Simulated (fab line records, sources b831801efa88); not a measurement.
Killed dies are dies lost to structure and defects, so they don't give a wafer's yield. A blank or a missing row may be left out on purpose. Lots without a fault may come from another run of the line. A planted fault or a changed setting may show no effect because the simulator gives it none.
Chamber matching | flow sfq_line | SFQ_TRILAYER_C5_ETCH_VIA_ETCH_154 on rie_diel-04: 4 sister chambers
The step etches SiO2 in CHF3, stops on Nb, target depth 84 nm. 8 wafers are shown with their chamber, then 7 later ones without.

WAFERS WITH THEIR CHAMBER
wafer  | chamber | oes_product_au (a.u.)
L074.5 | 0       | 0.900
L076.1 | 2       | 0.874
L076.2 | 3       | 0.884
L078.4 | 1       | 0.910
L078.5 | 0       | 0.911
L078.6 | 3       | 0.907
L090.1 | 2       | 0.897
L090.3 | 1       | 0.895

WAFERS WITHOUT THEIR CHAMBER
wafer  | oes_product_au (a.u.)
L090.4 | 0.900
L095.1 | 0.895
L095.4 | 0.903
L095.5 | 0.904
L097.3 | 0.885
L097.4 | 0.893
L097.6 | 0.891

WHICH CHAMBER EACH WENT THROUGH
wafer  | from the rows above               | in truth
L090.4 | can't be placed: 1 or 3 or 0 or 2 | 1
L095.1 | can't be placed: 3 or 1 or 2 or 0 | 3
L095.4 | can't be placed: 1 or 0 or 3 or 2 | 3
L095.5 | can't be placed: 0 or 1 or 3 or 2 | 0
L097.3 | can't be placed: 2 or 3 or 1 or 0 | 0
L097.4 | can't be placed: 3 or 2 or 1 or 0 | 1
L097.6 | can't be placed: 3 or 2 or 1 or 0 | 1
Placed correctly: 0 of 7. Can't be placed from these rows: 7 (the true chamber is among the candidates in 7). Placed wrongly: 0.
How it was worked out, from the rows above alone: a wafer's distance from a chamber is the root of the sum, over the readings, of the square of ((its reading less the chamber's mean) divided by the reading's scatter). The wafer belongs to the nearest chamber; if the next one is less than 2 further off, it can't be placed. A chamber's mean is the mean of its shown wafers. The scatter: the root of (the sum of the squares of (reading less its chamber's mean) over the shown wafers, divided by (wafers less chambers)).
